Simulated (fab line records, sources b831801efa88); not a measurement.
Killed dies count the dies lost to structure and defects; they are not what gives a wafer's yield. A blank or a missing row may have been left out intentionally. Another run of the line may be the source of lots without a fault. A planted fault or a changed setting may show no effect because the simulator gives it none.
fab line records	flow sky130
record lots=12	wafers=36	last-day=50
route steps=708 shown VIA2@519 CAPM@537 PAD_OPEN@708
lots untouched by any fault: they come from a run of this same line in which no faults occurred
start-h: the number of hours between the record's first day and the start of the first shown wafer of the lot	wait-h: how many hours have passed since the lot's step before this one	" same as the row above	L1.1+2: a single row standing in for several wafers	- no value, or no start given	* or withheld: withheld	< > ~ a bound
route shown NAME@n: names a module that has steps shown in the file, with the first one's number in the route	usual: average and standard deviation across the fault-free wafers	same: alike in all rows	chamber/n: place in a boat	sites: each site's reading	_std_site: standard deviation of those values	_edge_site: mean of outer sites minus mean of inner sites	radius-mm: how far each site lies from the wafer's centre	mask NAME#n: copy n	behind: the most recent tool/chamber to have shaped the wafer	hold: cause of the lot's hold/its duration in hours/its outcome	device: which transistor (n, p or np) failed to switch	end of line: at the end of the route, the tests of the same wafers	a step without rows: its recipe alone	killed: at the first sort, the dies lost to defects and structure; wafer yield is something else	map: the dies of a wafer, with x for killed, . for not killed, _ for no die there
set.NAME: the setting that was run; set.NAME@STEP: the one run at that earlier step	model.NAME: the simulator's own value behind a step, which no gauge read
one table for each step of the route and one row for each wafer, over a sample of lots
services: when a tool's chamber went out of use (start-h, in hours from the record's first day, below 0 if earlier), for how many hours, and the reason
## steps
# step SKY_VIA2_CD_MEAS_12
# recipe target-cd-nm=200
# usual cd-nm=200.1/1.4
lot.wafer	tool	chamber	start-h	wait-h	cd-nm
L472.1	cd-sem-02	-	838.79	-	198.9
L472.2	"	-	"	"	200.0
L472.3	"	-	"	"	197.9
L473.1	cd-sem-01	-	855.94	-	197.4
L473.4	"	-	"	"	199.6
L473.5	"	-	"	"	199.7
L474.1	cd-sem-01	-	869.64	-	200.3
L474.3	"	-	"	"	199.5
L474.4	"	-	"	"	198.8
L476.2	cd-sem-02	-	881.76	-	199.9
L476.3	"	-	"	"	199.5
L476.5	"	-	"	"	201.5
L477.3	cd-sem-02	-	885.50	-	198.0
L477.4	"	-	"	"	200.2
L477.5	"	-	"	"	199.6
L480.2	cd-sem-01	-	906.63	-	201.0
L480.3	"	-	"	"	200.6
L480.6	"	-	"	"	201.2
L483.1	cd-sem-02	-	931.99	-	201.0
L483.2	"	-	"	"	202.5
L483.5	"	-	"	"	200.6
L484.2	cd-sem-01	-	939.35	-	198.2
L484.3	"	-	"	"	200.1
L484.6	"	-	"	"	199.4
L485.1	cd-sem-02	-	946.19	-	198.7
L485.2	"	-	"	"	201.0
L485.3	"	-	"	"	199.6
L492.1	cd-sem-01	-	995.09	-	201.7
L492.3	"	-	"	"	200.7
L492.6	"	-	"	"	201.8
L494.2	cd-sem-02	-	1003.01	-	202.0
L494.5	"	-	"	"	200.3
L494.6	"	-	"	"	201.8
L495.3	cd-sem-02	-	1023.42	-	199.8
L495.4	"	-	"	"	200.8
L495.5	"	-	"	"	199.7
# step SKY_VIA2_STRIP_16
# recipe chemistry=O2/N2	power-w=1400	pressure-mtorr=1500	platen-temp-c=withheld	o2-flow-sccm=3000	n2-flow-sccm=300	overash-fraction=0.5
# usual drypump-motor-current-A=5.7/0.3	oes-product-au=0.399/0.0038	strip-time-to-endpoint-s=4.046/0.02
lot.wafer	tool	chamber	start-h	wait-h	drypump-motor-current-A	oes-product-au	rf-hours-counter-h	strip-time-to-endpoint-s
L472.1	plasma-asher-01	0	839.05	0.0	6.1	0.400	70	4.060
L472.2	"	1	"	"	5.8	0.406	70	4.030
L472.3	"	1	"	"	5.9	0.406	-	4.034
L473.1	plasma-asher-02	1	856.20	0.0	5.4	0.403	12	4.055
L473.4	"	1	"	"	5.4	0.405	-	4.066
L473.5	"	0	"	"	5.3	0.402	-	4.029
L474.1	plasma-asher-01	0	869.90	0.0	6.1	0.394	73	4.050
L474.3	"	1	"	"	5.9	0.395	-	4.038
L474.4	"	0	"	"	6.0	0.391	-	3.994
L476.2	plasma-asher-01	1	882.00	0.0	5.8	0.400	74	4.074
L476.3	"	0	"	"	6.1	0.396	-	4.068
L476.5	"	0	"	"	6.1	0.400	-	4.049
L477.3	plasma-asher-01	1	885.75	0.1	5.8	0.396	-	4.013
L477.4	"	0	"	"	6.1	0.398	-	4.024
L477.5	"	0	"	"	6.1	0.402	-	4.012
L480.2	plasma-asher-03	1	906.87	0.0	5.6	0.390	47	4.000
L480.3	"	1	"	"	5.6	0.400	-	4.020
L480.6	"	1	"	"	5.6	0.396	-	4.013
L483.1	plasma-asher-03	0	932.25	0.0	5.4	0.402	49	4.043
L483.2	"	1	"	"	5.6	0.393	49	4.068
L483.5	"	1	"	"	5.6	0.394	-	4.074
L484.2	plasma-asher-02	0	939.59	0.0	5.3	0.397	20	4.046
L484.3	"	0	"	"	5.3	0.403	-	4.016
L484.6	"	0	"	"	5.3	0.396	-	4.068
L485.1	plasma-asher-01	0	946.45	0.0	6.0	0.393	80	4.017
L485.2	"	1	"	"	5.9	0.396	80	4.056
L485.3	"	0	"	"	6.0	0.403	-	4.078
L492.1	plasma-asher-03	1	995.35	0.0	5.6	0.398	56	4.066
L492.3	"	1	"	"	5.6	0.396	-	4.061
L492.6	"	1	"	"	5.6	0.401	-	4.059
L494.2	plasma-asher-03	1	1003.25	0.0	5.6	0.399	56	4.037
L494.5	"	0	"	"	5.4	0.396	-	4.029
L494.6	"	1	"	"	5.6	0.392	-	4.037
L495.3	plasma-asher-02	1	1023.68	0.1	5.4	0.407	-	4.065
L495.4	"	0	"	"	5.3	0.392	-	4.095
L495.5	"	0	"	"	5.3	0.400	-	4.074
# step SKY_CAPM_CVD_00
# recipe material=SiO2	target-thk-nm=15.5	temp-c=400	time-s=withheld	rf-w=450
# usual heater-power-w=721/95
lot.wafer	tool	chamber	start-h	wait-h	heater-power-w
L472.1	pecvd-02	2	840.47	0.0	781
L472.2	"	0	"	"	644
L472.3	"	1	"	"	648
L473.1	pecvd-02	2	857.62	0.0	818
L473.4	"	0	"	"	660
L473.5	"	2	"	"	803
L474.1	pecvd-03	1	871.66	0.0	849
L474.3	"	0	"	"	847
L474.4	"	1	"	"	863
L476.2	pecvd-02	0	883.42	0.0	670
L476.3	"	2	"	"	832
L476.5	"	2	"	"	804
L477.3	pecvd-03	0	887.14	0.0	724
L477.4	"	0	"	"	740
L477.5	"	1	"	"	844
L480.2	pecvd-02	0	908.29	0.0	712
L480.3	"	2	"	"	764
L480.6	"	2	"	"	767
L483.1	pecvd-03	2	933.67	0.0	590
L483.2	"	0	"	"	850
L483.5	"	1	"	"	876
L483.1	pecvd-03	2	933	-	581
L483.2	"	0	"	"	898
L483.5	"	1	"	"	858
L484.2	pecvd-03	0	941.06	0.0	833
L484.3	"	0	"	"	817
L484.6	"	0	"	"	829
L485.1	pecvd-02	1	948.01	0.0	586
L485.2	"	0	"	"	663
L485.3	"	2	"	"	807
L485.1	pecvd-02	1	948	-	590
L485.2	"	0	"	"	654
L485.3	"	2	"	"	787
L492.1	pecvd-01	0	996.78	0.0	759
L492.3	"	2	"	"	717
L492.6	"	1	"	"	675
L494.2	pecvd-01	1	1004.74	0.0	719
L494.5	"	1	"	"	744
L494.6	"	0	"	"	794
L495.3	pecvd-01	2	1025.10	0.0	726
L495.4	"	2	"	"	761
L495.5	"	1	"	"	753
# step SKY_CAPM_THK_MEAS_01
# recipe reads=SiO2_of_CAPM_CVD_00
# usual CAPM_CVD_00_THK=15.52/0.23
lot.wafer	tool	chamber	start-h	wait-h	CAPM_CVD_00_THK[nm]
L472.1	film-metro-01	-	840.49	-	15.76
L472.2	"	-	"	"	15.69
L472.3	"	-	"	"	15.62
L473.1	film-metro-02	-	857.64	-	15.58
L473.4	"	-	"	"	15.78
L473.5	"	-	"	"	15.92
L474.1	film-metro-02	-	871.68	-	15.42
L474.3	"	-	"	"	15.63
L474.4	"	-	"	"	15.55
L476.2	film-metro-02	-	883.45	-	15.39
L476.3	"	-	"	"	15.64
L476.5	"	-	"	"	15.59
L477.3	film-metro-02	-	887.18	-	15.36
L477.4	"	-	"	"	15.52
L477.5	"	-	"	"	15.34
L480.2	film-metro-02	-	908.32	-	15.50
L480.3	"	-	"	"	15.32
L480.6	"	-	"	"	15.37
L483.1	film-metro-01	-	933.88	-	30.83
L483.2	"	-	"	"	30.72
L483.5	"	-	"	"	31.30
L484.2	film-metro-02	-	941.12	-	15.33
L484.3	"	-	"	"	15.62
L484.6	"	-	"	"	15.29
L485.1	film-metro-02	-	948.22	-	31.20
L485.2	"	-	"	"	30.64
L485.3	"	-	"	"	30.72
L492.1	film-metro-01	-	996.80	-	15.43
L492.3	"	-	"	"	15.22
L492.6	"	-	"	"	15.68
L494.2	film-metro-04	-	1004.77	-	15.76
L494.5	"	-	"	"	15.70
L494.6	"	-	"	"	15.89
L495.3	film-metro-01	-	1025.14	-	15.34
L495.4	"	-	"	"	15.57
L495.5	"	-	"	"	15.84
# step SKY_CAPM_THK_MEAS_04
# recipe thk-meas-gauge=xrf	reads=TiN_of_CAPM_SPUTTER_02
# usual CAPM_TIN_THK=202.8/2
lot.wafer	tool	chamber	start-h	wait-h	CAPM_TIN_THK[nm]
L472.1	film-metro-02	-	840.78	0.1	198.8
L472.2	"	-	"	"	201.1
L472.3	"	-	"	"	201.6
L473.1	film-metro-04	-	857.93	0.1	204.7
L473.4	"	-	"	"	203.7
L473.5	"	-	"	"	204.1
L474.1	film-metro-02	-	871.97	0.1	200.2
L474.3	"	-	"	"	200.9
L474.4	"	-	"	"	202.5
L476.2	film-metro-04	-	883.74	0.1	205.0
L476.3	"	-	"	"	204.0
L476.5	"	-	"	"	203.0
L477.3	film-metro-04	-	887.47	0.1	201.4
L477.4	"	-	"	"	205.6
L477.5	"	-	"	"	202.7
L480.2	film-metro-01	-	908.61	0.1	201.6
L480.3	"	-	"	"	202.9
L480.6	"	-	"	"	204.7
L483.1	film-metro-04	-	934.17	0.1	204.2
L483.2	"	-	"	"	204.8
L483.5	"	-	"	"	204.4
L484.2	film-metro-01	-	941.41	0.1	199.2
L484.3	"	-	"	"	202.0
L484.6	"	-	"	"	199.2
L485.1	film-metro-01	-	948.51	0.1	202.5
L485.2	"	-	"	"	202.6
L485.3	"	-	"	"	201.1
L492.1	film-metro-02	-	997.09	0.1	201.2
L492.3	"	-	"	"	201.3
L492.6	"	-	"	"	200.4
L494.2	film-metro-02	-	1005.06	0.1	202.6
L494.5	"	-	"	"	203.5
L494.6	"	-	"	"	200.7
L495.3	film-metro-02	-	1025.43	0.1	202.8
L495.4	"	-	"	"	201.7
L495.5	"	-	"	"	200.7
# step SKY_PAD_OPEN_PROBE_99
# usual defect-limited-yield=82.7/2.1	killed_at_M0_to_M3=43/7.2	killed_at_M4_up=3.0/1.7	killed-at-contacts=24/5.3	killed-at-front-end=15/4.6	killed-at-other=0.3/0.5	killed-dies=85/10	killed-open=46/7.2	killed-short=39/6.4
# same gross-dies=492	killed-at-back-side=0
lot.wafer	tool	chamber	start-h	wait-h	defect-limited-yield[%]	killed_at_M0_to_M3	killed_at_M4_up	killed-at-contacts	killed-at-front-end	killed-at-other	killed-dies	killed-open	killed-short
L472.1	prober-02	-	1068.00	0.1	81.1	42	1	28	21	1	93	56	37
L472.2	prober-02	-	1068.05	0.1	83.5	49	2	18	12	0	81	40	41
L472.3	prober-02	-	1068.10	0.2	78.5	46	5	34	21	0	106	48	58
L473.1	prober-01	-	1083.75	0.1	80.1	53	3	22	19	1	98	53	45
L473.4	prober-01	-	1083.90	0.2	81.7	49	1	27	13	0	90	48	42
L473.5	prober-01	-	1083.95	0.2	82.9	41	3	21	19	0	84	51	33
L474.1	prober-02	-	1094.61	0.1	83.9	46	4	19	9	1	79	43	36
L474.3	prober-02	-	1094.71	0.2	83.3	37	5	19	20	1	82	47	35
L474.4	prober-02	-	1094.76	0.2	83.1	44	4	17	18	0	83	39	44
L476.2	prober-02	-	1104.63	0.1	82.9	31	6	28	19	0	84	46	38
L476.3	prober-02	-	1104.68	0.2	79.9	49	6	28	16	0	99	53	46
L476.5	prober-02	-	1104.78	0.2	84.8	34	3	21	17	0	75	38	37
L477.3	prober-01	-	1106.19	0.2	83.3	38	2	20	22	0	82	40	42
L477.4	prober-01	-	1106.24	0.2	82.3	43	1	24	19	0	87	37	50
L477.5	prober-01	-	1106.29	0.2	82.3	43	2	22	20	0	87	51	36
L480.2	prober-02	-	1120.00	0.1	83.7	40	3	23	14	0	80	48	32
L480.3	prober-02	-	1120.05	0.2	85.6	31	2	19	19	0	71	41	30
L480.6	prober-02	-	1120.20	0.2	81.1	50	5	26	11	1	93	51	42
L483.1	prober-01	-	1140.49	0.1	82.5	40	3	30	12	1	86	57	29
L483.2	prober-01	-	1140.54	0.1	83.9	39	2	25	13	0	79	45	34
L483.5	prober-01	-	1140.69	0.2	87.0	29	3	22	10	0	64	28	36
L484.2	prober-02	-	1147.26	0.1	81.1	37	4	33	19	0	93	55	38
L484.3	prober-02	-	1147.31	0.2	82.7	45	7	18	13	2	85	44	41
L484.6	prober-02	-	1147.46	0.2	78.9	54	8	21	21	0	104	54	50
L485.1	prober-01	-	1153.74	0.1	84.6	31	3	22	20	0	76	44	32
L485.2	prober-01	-	1153.79	0.1	82.3	40	4	25	18	0	87	52	35
L485.3	prober-01	-	1153.84	0.2	80.7	42	4	33	16	0	95	52	43
L492.1	prober-02	-	1188.30	0.1	81.1	53	3	24	13	0	93	45	48
L492.3	prober-02	-	1188.40	0.2	77.8	57	5	25	22	0	109	58	51
L492.6	prober-02	-	1188.55	0.2	82.7	46	2	18	19	0	85	48	37
L494.2	prober-02	-	1193.50	0.1	82.1	46	3	29	9	1	88	50	38
L494.5	prober-02	-	1193.65	0.2	82.1	51	3	21	13	0	88	45	43
L494.6	prober-02	-	1193.70	0.2	81.5	50	6	19	15	1	91	45	46
L495.3	prober-01	-	1207.45	0.2	83.1	36	4	24	19	0	83	46	37
L495.4	prober-01	-	1207.50	0.2	83.7	40	1	25	13	1	80	45	35
L495.5	prober-01	-	1207.55	0.2	82.9	40	4	23	16	1	84	45	39
# killed by level:class
L472.1 CONTACT:geometric-particle:open=15 VIA1:geometric-particle:open=10 VIA1:geometric-particle:short=7 VIA2:geometric-particle:short=7 FIELD_ISO:geometric-particle:open=6 VIA2:geometric-particle:open=6 VIA3:geometric-particle:open=6 CONTACT:geometric-particle:short=5
L472.2 VIA1:geometric-particle:open=8 VIA2:geometric-particle:short=8 VIA3:geometric-particle:open=8 CONTACT:geometric-particle:open=6 VIA1:geometric-particle:short=6 VIA2:geometric-particle:open=6 CONTACT:geometric-particle:short=4 METAL1:geometric-particle:short=4
L472.3 METAL1:geometric-particle:short=12 LI_CONTACT:geometric-particle:open=9 CONTACT:geometric-particle:open=9 VIA1:geometric-particle:open=8 POLY_GATE:geometric-particle:short=7 CONTACT:geometric-particle:short=7 LOCAL_INTERCONNECT:geometric-particle:short=6 VIA3:geometric-particle:open=6
L473.1 VIA3:geometric-particle:open=14 VIA1:geometric-particle:open=11 CONTACT:geometric-particle:open=9 POLY_GATE:geometric-particle:short=8 VIA2:geometric-particle:open=8 CONTACT:geometric-particle:short=5 VIA1:geometric-particle:short=5 POLY_CUT:geometric-particle:short=4
L473.4 VIA1:geometric-particle:open=15 CONTACT:geometric-particle:open=7 VIA2:geometric-particle:open=7 CONTACT:geometric-particle:short=6 LI_CONTACT:geometric-particle:short=5 LI_CONTACT:geometric-particle:open=5 METAL3:geometric-particle:short=5 VIA1:geometric-particle:short=5
L473.5 VIA1:geometric-particle:open=10 VIA2:geometric-particle:open=8 LI_CONTACT:geometric-particle:open=7 CONTACT:geometric-particle:open=6 VIA3:geometric-particle:open=6 FIELD_ISO:geometric-particle:short=5 POLY_GATE:geometric-particle:short=5 LOCAL_INTERCONNECT:geometric-particle:short=5
L474.1 VIA1:geometric-particle:open=11 CONTACT:geometric-particle:open=9 VIA3:geometric-particle:open=8 METAL2:geometric-particle:short=6 METAL1:geometric-particle:short=6 FIELD_ISO:geometric-particle:short=5 METAL1:geometric-particle:open=4 VIA1:geometric-particle:short=4
L474.3 VIA1:geometric-particle:open=11 CONTACT:geometric-particle:open=9 POLY_GATE:geometric-particle:short=8 VIA3:geometric-particle:open=8 METAL4:geometric-particle:short=5 POLY_GATE:geometric-particle:open=4 LI_CONTACT:geometric-particle:short=3 LOCAL_INTERCONNECT:geometric-particle:short=3
L474.4 VIA1:geometric-particle:open=8 VIA2:geometric-particle:open=8 VIA1:geometric-particle:short=6 POLY_GATE:geometric-particle:short=5 POLY_GATE:geometric-particle:open=5 CONTACT:geometric-particle:open=5 METAL2:geometric-particle:short=5 FIELD_ISO:geometric-particle:short=4
L476.2 CONTACT:geometric-particle:open=13 VIA2:geometric-particle:open=6 FIELD_ISO:geometric-particle:open=5 POLY_GATE:geometric-particle:open=5 LOCAL_INTERCONNECT:geometric-particle:short=5 VIA1:geometric-particle:short=5 LI_CONTACT:geometric-particle:short=4 LI_CONTACT:geometric-particle:open=4
L476.3 CONTACT:geometric-particle:open=11 LI_CONTACT:geometric-particle:open=8 VIA2:geometric-particle:open=8 VIA3:geometric-particle:open=8 CONTACT:geometric-particle:short=7 METAL2:geometric-particle:short=7 POLY_GATE:geometric-particle:short=6 VIA1:geometric-particle:open=6
L476.5 CONTACT:geometric-particle:open=7 CONTACT:geometric-particle:short=6 VIA1:geometric-particle:open=6 POLY_GATE:geometric-particle:short=5 VIA2:geometric-particle:open=5 VIA3:geometric-particle:open=5 METAL1:geometric-particle:short=4 FIELD_ISO:geometric-particle:short=3
L477.3 METAL2:geometric-particle:short=8 FIELD_ISO:geometric-particle:short=7 VIA1:geometric-particle:open=7 CONTACT:geometric-particle:open=6 VIA2:geometric-particle:open=6 POLY_GATE:geometric-particle:open=5 POLY_GATE:geometric-particle:short=4 LI_CONTACT:geometric-particle:open=4
L477.4 VIA3:geometric-particle:open=10 FIELD_ISO:geometric-particle:short=7 VIA1:geometric-particle:short=7 CONTACT:geometric-particle:short=6 LOCAL_INTERCONNECT:geometric-particle:short=6 LI_CONTACT:geometric-particle:open=5 CONTACT:geometric-particle:open=5 METAL1:geometric-particle:short=5
L477.5 VIA1:geometric-particle:open=13 CONTACT:geometric-particle:open=10 FIELD_ISO:geometric-particle:short=7 VIA3:geometric-particle:open=6 LI_CONTACT:geometric-particle:open=6 VIA1:geometric-particle:short=6 VIA2:geometric-particle:open=5 POLY_GATE:geometric-particle:short=4
L480.2 CONTACT:geometric-particle:open=13 VIA1:geometric-particle:open=8 VIA2:geometric-particle:open=7 LI_CONTACT:geometric-particle:open=6 VIA3:geometric-particle:open=6 METAL2:geometric-particle:short=5 METAL1:geometric-particle:short=5 POLY_GATE:geometric-particle:short=4
L480.3 METAL3:geometric-particle:short=7 LI_CONTACT:geometric-particle:open=6 POLY_GATE:geometric-particle:open=5 CONTACT:geometric-particle:open=5 VIA3:geometric-particle:open=5 FIELD_ISO:geometric-particle:open=4 POLY_GATE:geometric-particle:short=4 CONTACT:geometric-particle:short=4
L480.6 VIA1:geometric-particle:open=10 VIA2:geometric-particle:open=9 CONTACT:geometric-particle:open=8 LI_CONTACT:geometric-particle:open=7 METAL1:geometric-particle:short=6 METAL2:geometric-particle:short=6 METAL4:geometric-particle:short=5 LOCAL_INTERCONNECT:geometric-particle:short=4
L483.1 LI_CONTACT:geometric-particle:open=12 CONTACT:geometric-particle:open=10 VIA3:geometric-particle:open=9 VIA1:geometric-particle:open=7 LOCAL_INTERCONNECT:geometric-particle:open=5 VIA1:geometric-particle:short=5 VIA2:geometric-particle:open=4 VIA2:geometric-particle:short=4
L483.2 LI_CONTACT:geometric-particle:open=8 VIA1:geometric-particle:open=8 POLY_GATE:geometric-particle:open=7 CONTACT:geometric-particle:open=7 METAL2:geometric-particle:short=7 VIA2:geometric-particle:open=6 CONTACT:geometric-particle:short=6 METAL1:geometric-particle:short=5
L483.5 CONTACT:geometric-particle:short=8 VIA1:geometric-particle:open=7 LI_CONTACT:geometric-particle:open=6 METAL2:geometric-particle:short=6 CONTACT:geometric-particle:open=5 SPACER:geometric-particle:short=4 METAL1:geometric-particle:short=3 VIA1:geometric-particle:short=3
L484.2 CONTACT:geometric-particle:open=17 VIA1:geometric-particle:open=13 LI_CONTACT:geometric-particle:open=7 CONTACT:geometric-particle:short=5 FIELD_ISO:geometric-particle:short=4 SPACER:geometric-particle:open=4 METAL2:geometric-particle:short=4 METAL4:geometric-particle:short=4
L484.3 VIA1:geometric-particle:open=12 LI_CONTACT:geometric-particle:open=6 CONTACT:geometric-particle:open=6 VIA2:geometric-particle:open=6 METAL4:geometric-particle:short=6 FIELD_ISO:geometric-particle:short=5 METAL1:geometric-particle:short=5 VIA3:geometric-particle:open=5
L484.6 VIA1:geometric-particle:open=12 METAL2:geometric-particle:short=10 VIA3:geometric-particle:open=8 POLY_GATE:geometric-particle:short=6 CONTACT:geometric-particle:open=6 VIA2:geometric-particle:open=5 VIA1:geometric-particle:short=5 POLY_GATE:geometric-particle:open=5
L485.1 CONTACT:geometric-particle:open=7 VIA2:geometric-particle:open=7 POLY_GATE:geometric-particle:open=6 FIELD_ISO:geometric-particle:short=5 LI_CONTACT:geometric-particle:open=5 POLY_GATE:geometric-particle:short=4 VIA1:geometric-particle:open=4 VIA3:geometric-particle:open=4
L485.2 CONTACT:geometric-particle:open=12 VIA1:geometric-particle:open=9 VIA2:geometric-particle:open=9 FIELD_ISO:geometric-particle:open=7 VIA3:geometric-particle:open=7 FIELD_ISO:geometric-particle:short=6 METAL3:geometric-particle:short=5 LI_CONTACT:geometric-particle:open=4
L485.3 LI_CONTACT:geometric-particle:open=10 VIA1:geometric-particle:open=9 CONTACT:geometric-particle:open=8 VIA2:geometric-particle:open=8 POLY_GATE:geometric-particle:short=6 LI_CONTACT:geometric-particle:short=6 CONTACT:geometric-particle:short=5 VIA1:geometric-particle:short=5
L492.1 VIA1:geometric-particle:short=12 VIA1:geometric-particle:open=10 CONTACT:geometric-particle:open=7 POLY_GATE:geometric-particle:open=5 LI_CONTACT:geometric-particle:open=5 VIA2:geometric-particle:open=5 VIA3:geometric-particle:open=4 LOCAL_INTERCONNECT:geometric-particle:short=4
L492.3 VIA1:geometric-particle:open=17 VIA1:geometric-particle:short=11 LI_CONTACT:geometric-particle:open=9 CONTACT:geometric-particle:open=8 METAL1:geometric-particle:short=7 FIELD_ISO:geometric-particle:open=6 VIA3:geometric-particle:open=6 FIELD_ISO:geometric-particle:short=5
L492.6 METAL2:geometric-particle:short=9 VIA2:geometric-particle:open=9 CONTACT:geometric-particle:open=7 VIA1:geometric-particle:open=6 VIA3:geometric-particle:open=6 POLY_GATE:geometric-particle:short=5 FIELD_ISO:geometric-particle:short=4 POLY_GATE:geometric-particle:open=4
L494.2 VIA1:geometric-particle:open=16 CONTACT:geometric-particle:open=10 LOCAL_INTERCONNECT:geometric-particle:short=9 METAL2:geometric-particle:short=8 LI_CONTACT:geometric-particle:open=6 VIA2:geometric-particle:open=6 POLY_GATE:geometric-particle:open=4 VIA1:geometric-particle:short=4
L494.5 VIA2:geometric-particle:open=12 LI_CONTACT:geometric-particle:open=8 VIA1:geometric-particle:open=7 VIA1:geometric-particle:short=6 VIA3:geometric-particle:short=6 CONTACT:geometric-particle:open=5 FIELD_ISO:geometric-particle:short=4 CONTACT:geometric-particle:short=4
L494.6 VIA1:geometric-particle:open=12 METAL1:geometric-particle:short=9 METAL2:geometric-particle:short=8 LI_CONTACT:geometric-particle:open=6 CONTACT:geometric-particle:open=6 VIA2:geometric-particle:open=6 FIELD_ISO:geometric-particle:open=5 VIA2:geometric-particle:short=4
L495.3 VIA1:geometric-particle:open=10 LI_CONTACT:geometric-particle:open=8 POLY_GATE:geometric-particle:short=7 CONTACT:geometric-particle:open=6 METAL1:geometric-particle:short=5 FIELD_ISO:geometric-particle:short=4 FIELD_ISO:geometric-particle:open=4 CONTACT:geometric-particle:short=4
L495.4 VIA3:geometric-particle:open=12 VIA1:geometric-particle:open=9 CONTACT:geometric-particle:open=7 LI_CONTACT:geometric-particle:open=5 LOCAL_INTERCONNECT:geometric-particle:short=5 VIA1:geometric-particle:short=5 FIELD_ISO:geometric-particle:open=4 METAL1:geometric-particle:short=4
L495.5 LI_CONTACT:geometric-particle:open=9 VIA1:geometric-particle:open=8 POLY_GATE:geometric-particle:open=5 VIA3:geometric-particle:open=5 CONTACT:geometric-particle:open=5 METAL2:geometric-particle:short=5 VIA2:geometric-particle:short=5 POLY_GATE:geometric-particle:short=4
## services
tool	chamber	start-h	hours	kind
plasma-asher-02	-	831.01	2.8	pm
pecvd-03	1	838.00	5.5	scheduled-down
pecvd-02	-	840.49	6.0	pm
pecvd-01	2	876.40	2.1	scheduled-down
pecvd-03	0	879.88	5.5	scheduled-down
plasma-asher-01	-	896.48	1.1	repair
pecvd-01	1	927.08	5.5	scheduled-down
pecvd-02	2	927.53	2.1	scheduled-down
pecvd-03	1	934.04	8.8	repair
pecvd-02	1	936.67	2.4	repair
pecvd-03	2	938.19	5.5	scheduled-down
pecvd-02	1	964.27	2.1	scheduled-down
pecvd-03	-	968.31	1.1	repair
pecvd-01	0	976.37	5.5	scheduled-down
pecvd-02	2	985.87	6.4	repair
pecvd-02	1	993.10	15.0	repair
pecvd-03	-	996.82	0.5	repair
pecvd-01	1	996.88	2.1	scheduled-down
pecvd-03	1	999.38	-	clean
pecvd-03	1	999.38	-	consumable-replace:showerhead
pecvd-03	1	999.38	29.0	scheduled-down
pecvd-03	1	999.38	29.0	vent-cycle
## key
first-sign step=SKY_CAPM_CVD_00	reading=visit	direction=added
effect step=SKY_CAPM_THK_MEAS_01	reading=CAPM_CVD_00_THK	direction=up	sigmas=67	usual=15.52	struck=30.90
met-at SKY_CAPM_CVD_00
struck-lots L483,L485
not-acting-at SKY_VIA2_CD_MEAS_12,SKY_VIA2_STRIP_16,SKY_CAPM_THK_MEAS_04
fault kind=repeated-step-whole	tool=pecvd-01,pecvd-02,pecvd-03	chamber=-	onset-h=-	steps=SKY_CAPM_CVD_00	times=1	scope=struck-lots-only
